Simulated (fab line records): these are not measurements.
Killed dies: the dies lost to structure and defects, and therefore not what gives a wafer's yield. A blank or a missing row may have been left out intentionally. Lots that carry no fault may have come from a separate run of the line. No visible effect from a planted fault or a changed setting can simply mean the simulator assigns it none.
Which tool was responsible? + flow sky130 + 13 lots, 39 wafers sampled, at 6 steps of a route of 708

WHAT THE GAUGES READ, wafer by wafer
SKY_NWELL_TW_MEAS_15. Usual: NWELL_TW gives 1814 (standard deviation 15).
| lot  | measured     | on            | NWELL_TW       | flag |
|------|--------------|---------------|----------------|------|
| L836 | day 4 19:54  | film-metro-03 | 1797 1799 1795 |      |
| L837 | day 5 07:38  | film-metro-03 | 1791 1805 1807 |      |
| L838 | day 5 07:40  | film-metro-04 | 1839 1835 1844 |      |
| L848 | day 7 18:29  | film-metro-04 | 1829 1838 1833 |      |
| L849 | day 7 22:17  | film-metro-03 | 1796 1790 1792 |      |
| L850 | day 8 04:04  | film-metro-04 | 1826 1830 1822 |      |
| L851 | day 8 07:46  | film-metro-04 | 1814 1811 1819 |      |
| L852 | day 8 13:23  | film-metro-02 | 1830 1832 1826 |      |
| L853 | day 8 17:49  | film-metro-02 | 1827 1817 1830 |      |
| L856 | day 9 11:50  | film-metro-02 | 1802 1809 1818 |      |
| L857 | day 9 17:11  | film-metro-04 | 1815 1826 1819 |      |
| L858 | day 9 20:26  | film-metro-04 | 1819 1822 1815 |      |
| L859 | day 10 02:53 | film-metro-02 | 1800 1808 1808 |      |

SKY_NWELL_TW_MEAS_26. Usual: NWELL_2_TW gives 494 (standard deviation 4.5).
| lot  | measured     | on            | NWELL_2_TW  | flag |
|------|--------------|---------------|-------------|------|
| L836 | day 5 13:51  | film-metro-04 | 503 501 499 |      |
| L837 | day 6 02:22  | film-metro-03 | 489 488 487 |      |
| L838 | day 6 02:41  | film-metro-03 | 29 30 30    | OFF  |
| L848 | day 8 14:38  | film-metro-02 | 498 499 499 |      |
| L849 | day 8 19:26  | film-metro-04 | 499 495 497 |      |
| L850 | day 8 23:52  | film-metro-04 | 498 498 498 |      |
| L851 | day 9 04:37  | film-metro-04 | 495 497 496 |      |
| L852 | day 9 10:34  | film-metro-03 | 496 495 495 |      |
| L853 | day 9 14:37  | film-metro-04 | 497 496 497 |      |
| L856 | day 10 09:23 | film-metro-03 | 490 493 492 |      |
| L857 | day 10 15:29 | film-metro-02 | 491 491 490 |      |
| L858 | day 10 18:55 | film-metro-03 | 491 489 488 |      |
| L859 | day 11 01:08 | film-metro-04 | 503 500 502 |      |

SKY_NWELL_RS_MEAS_29: measures by four-point-probe. Usual: NWELL_RS gives 625.3 ohm/sq (standard deviation 1.6).
| lot  | measured     | on            | NWELL_RS (ohm/sq) | flag |
|------|--------------|---------------|-------------------|------|
| L836 | day 5 14:04  | film-metro-04 | 625.1 625.4 627.1 |      |
| L837 | day 6 02:35  | film-metro-04 | 622.3 623.4 623.1 |      |
| L838 | day 6 02:54  | film-metro-02 | 626.1 625.1 625.4 |      |
| L848 | day 8 14:51  | film-metro-03 | 624.1 625.1 624.1 |      |
| L849 | day 8 19:40  | film-metro-04 | 624.2 624.1 625.6 |      |
| L850 | day 9 00:05  | film-metro-03 | 624.5 625.0 624.0 |      |
| L851 | day 9 04:50  | film-metro-03 | 626.0 628.0 625.7 |      |
| L852 | day 9 10:47  | film-metro-02 | 623.1 625.4 625.6 |      |
| L853 | day 9 14:50  | film-metro-03 | 627.8 629.0 625.7 |      |
| L856 | day 10 09:38 | film-metro-04 | 624.3 623.7 624.6 |      |
| L857 | day 10 15:43 | film-metro-02 | 629.2 627.0 626.2 |      |
| L858 | day 10 19:08 | film-metro-02 | 626.2 626.5 625.7 |      |
| L859 | day 11 01:21 | film-metro-02 | 624.7 624.2 625.1 |      |

WHICH TOOL RAN EACH LOT (tool, then ch and the chambers of the sampled wafers, then the start)
| lot  | SKY_FIELD_ISO_ETCH_15             | SKY_NWELL_STRIP_14                   | SKY_NWELL_STRIP_25                   |
|------|-----------------------------------|--------------------------------------|--------------------------------------|
| L836 | rie-diel-03 ch 1,3, day 2 06:52   | plasma-asher-01 ch 0,1, day 4 19:47  | plasma-asher-02 ch 0, day 5 13:44    |
| L837 | rie-diel-04 ch 0,1,3, day 2 12:41 | plasma-asher-04 ch 0,1, day 5 07:33  | plasma-asher-04 ch 0,1, day 6 02:16  |
| L838 | rie-diel-02 ch 0,1,2, day 2 15:29 | plasma-asher-02 ch 0,1, day 5 07:34  | plasma-asher-02 ch 0,1, day 6 02:35  |
| L848 | rie-diel-02 ch 0,1,3, day 4 22:52 | plasma-asher-02 ch 0,1, day 7 18:23  | plasma-asher-04 ch 0,1, day 8 14:31  |
| L849 | rie-diel-02 ch 0,1, day 5 01:13   | plasma-asher-02 ch 0,1, day 7 22:12  | plasma-asher-02 ch 0,1, day 8 19:21  |
| L850 | rie-diel-03 ch 0,1,2, day 5 07:53 | plasma-asher-02 ch 0,1, day 8 03:58  | plasma-asher-01 ch 0,1, day 8 23:46  |
| L851 | rie-diel-03 ch 1,2, day 5 10:22   | plasma-asher-02 ch 0,1, day 8 07:40  | plasma-asher-01 ch 0,1, day 9 04:31  |
| L852 | rie-diel-03 ch 0,1,2, day 5 16:46 | plasma-asher-04 ch 0,1, day 8 13:17  | plasma-asher-04 ch 0,1, day 9 10:28  |
| L853 | rie-diel-03 ch 0,2,3, day 5 20:37 | plasma-asher-02 ch 0,1, day 8 17:43  | plasma-asher-02 ch 0,1, day 9 14:31  |
| L856 | rie-diel-03 ch 1,2, day 6 15:02   | plasma-asher-01 ch 0,1, day 9 11:45  | plasma-asher-01 ch 0,1, day 10 09:18 |
| L857 | rie-diel-04 ch 0,1,2, day 6 18:50 | plasma-asher-01 ch 0,1, day 9 17:04  | plasma-asher-01 ch 0,1, day 10 15:23 |
| L858 | rie-diel-04 ch 0,1,2, day 6 23:16 | plasma-asher-01 ch 0,1, day 9 20:20  | plasma-asher-01 ch 0,1, day 10 18:49 |
| L859 | rie-diel-03 ch 0,1,3, day 7 04:46 | plasma-asher-01 ch 0,1, day 10 02:47 | plasma-asher-02 ch 0,1, day 11 01:01 |
- SKY_FIELD_ISO_ETCH_15: etches the open film in CHF3/O2, stops on Si, target depth 180 nm, time 72 s.
- SKY_NWELL_STRIP_14: strips in O2/N2.
- SKY_NWELL_STRIP_25: strips in O2/N2.

WHAT THE TOOLS THEMSELVES READ (means of the sampled wafers that have a number; where no wafer has one, the mark that the record gives instead)
SKY_FIELD_ISO_ETCH_15. Usual: drypump-motor-current-A 5.8 A, standard deviation 0.44; oes-product-au 0.942 a.u., standard deviation 0.0072; throttle-valve-pct 8.843 %, standard deviation 0.0084.
| lot  | tool        | drypump-motor-current-A (A) | oes-product-au (a.u.) | throttle-valve-pct (%) | flag |
|------|-------------|-----------------------------|-----------------------|------------------------|------|
| L836 | rie-diel-03 | 6.1                         | 0.945                 | 8.847                  |      |
| L837 | rie-diel-04 | 6.2                         | 0.944                 | 8.840                  |      |
| L838 | rie-diel-02 | 5.5                         | 0.939                 | 8.844                  |      |
| L848 | rie-diel-02 | 5.8                         | 0.946                 | 8.841                  |      |
| L849 | rie-diel-02 | 5.4                         | 0.938                 | 8.842                  |      |
| L850 | rie-diel-03 | 5.8                         | 0.937                 | 8.838                  |      |
| L851 | rie-diel-03 | 5.8                         | 0.941                 | 8.843                  |      |
| L852 | rie-diel-03 | 5.8                         | 0.934                 | 8.838                  |      |
| L853 | rie-diel-03 | 5.9                         | 0.937                 | 8.847                  |      |
| L856 | rie-diel-03 | 5.9                         | 0.949                 | 8.840                  |      |
| L857 | rie-diel-04 | 6.1                         | 0.947                 | 8.838                  |      |
| L858 | rie-diel-04 | 6.0                         | 0.938                 | 8.840                  |      |
| L859 | rie-diel-03 | 5.9                         | 0.942                 | 8.848                  |      |

SKY_NWELL_STRIP_14. Usual: drypump-motor-current-A 5.73 A, standard deviation 0.29; oes-product-au 0.722 a.u., standard deviation 0.0046; strip-time-to-endpoint-s 36.94 s, standard deviation 0.1.
| lot  | tool            | drypump-motor-current-A (A) | oes-product-au (a.u.) | strip-time-to-endpoint-s (s) | flag |
|------|-----------------|-----------------------------|-----------------------|------------------------------|------|
| L836 | plasma-asher-01 | 5.46                        | 0.723                 | 36.95                        |      |
| L837 | plasma-asher-04 | 5.98                        | 0.719                 | 37.15                        |      |
| L838 | plasma-asher-02 | 5.86                        | 0.949                 | -                            | OFF  |
| L848 | plasma-asher-02 | 5.85                        | 0.723                 | 37.01                        |      |
| L849 | plasma-asher-02 | 5.82                        | 0.723                 | 36.91                        |      |
| L850 | plasma-asher-02 | 5.83                        | 0.725                 | 37.01                        |      |
| L851 | plasma-asher-02 | 5.81                        | 0.722                 | 37.02                        |      |
| L852 | plasma-asher-04 | 5.97                        | 0.722                 | 36.87                        |      |
| L853 | plasma-asher-02 | 5.83                        | 0.722                 | 36.99                        |      |
| L856 | plasma-asher-01 | 5.43                        | 0.722                 | 36.93                        |      |
| L857 | plasma-asher-01 | 5.45                        | 0.726                 | 36.98                        |      |
| L858 | plasma-asher-01 | 5.47                        | 0.726                 | 36.78                        |      |
| L859 | plasma-asher-01 | 5.45                        | 0.722                 | 36.88                        |      |

SKY_NWELL_STRIP_25. Usual: drypump-motor-current-A 5.77 A, standard deviation 0.29; oes-product-au 0.722 a.u., standard deviation 0.0047; strip-time-to-endpoint-s 36.95 s, standard deviation 0.092.
| lot  | tool            | drypump-motor-current-A (A) | oes-product-au (a.u.) | strip-time-to-endpoint-s (s) | flag |
|------|-----------------|-----------------------------|-----------------------|------------------------------|------|
| L836 | plasma-asher-02 | 5.80                        | 0.724                 | 37.06                        |      |
| L837 | plasma-asher-04 | 6.15                        | 0.728                 | 36.86                        |      |
| L838 | plasma-asher-02 | 5.83                        | 0.724                 | 50.14                        | OFF  |
| L848 | plasma-asher-04 | 6.14                        | 0.721                 | 36.93                        |      |
| L849 | plasma-asher-02 | 5.84                        | 0.721                 | 37.03                        |      |
| L850 | plasma-asher-01 | 5.45                        | 0.724                 | 37.01                        |      |
| L851 | plasma-asher-01 | 5.44                        | 0.723                 | 36.93                        |      |
| L852 | plasma-asher-04 | 5.95                        | 0.724                 | 36.79                        |      |
| L853 | plasma-asher-02 | 5.84                        | 0.724                 | 37.01                        |      |
| L856 | plasma-asher-01 | 5.47                        | 0.722                 | 36.85                        |      |
| L857 | plasma-asher-01 | 5.43                        | 0.724                 | 37.02                        |      |
| L858 | plasma-asher-01 | 5.44                        | 0.718                 | 36.94                        |      |
| L859 | plasma-asher-02 | 5.84                        | 0.724                 | 36.86                        |      |

THE ANSWER, worked out from the rows above alone
Rule: a lot counts as off when the mean over its wafers that have a number is more than 3 standard deviations away from the usual mean. A lot without any number at a reading at which 4 lots or more have one is off too. Any other lot the step has rows for is counted as sound. Order of review: gauges by route order, followed by the tools' own readings, for which a lot's mean as printed above is used. The first step at which some lot is off is used, and at that step the reading that is off furthest; a lot without a number counts as furthest.
Off: L838, seen at SKY_NWELL_TW_MEAS_26 (NWELL_2_TW).
If a tool, at a process step before that reading, ran all the lots that are off and no sound lot after the first of them, it fits. The gauges at SKY_NWELL_TW_MEAS_26 aren't tried: what is off there is off at SKY_NWELL_STRIP_14 too, on other tools, and a gauge's error can't cause that. None of those tried fits.

WHAT WAS PUT IN BY THE SIMULATOR
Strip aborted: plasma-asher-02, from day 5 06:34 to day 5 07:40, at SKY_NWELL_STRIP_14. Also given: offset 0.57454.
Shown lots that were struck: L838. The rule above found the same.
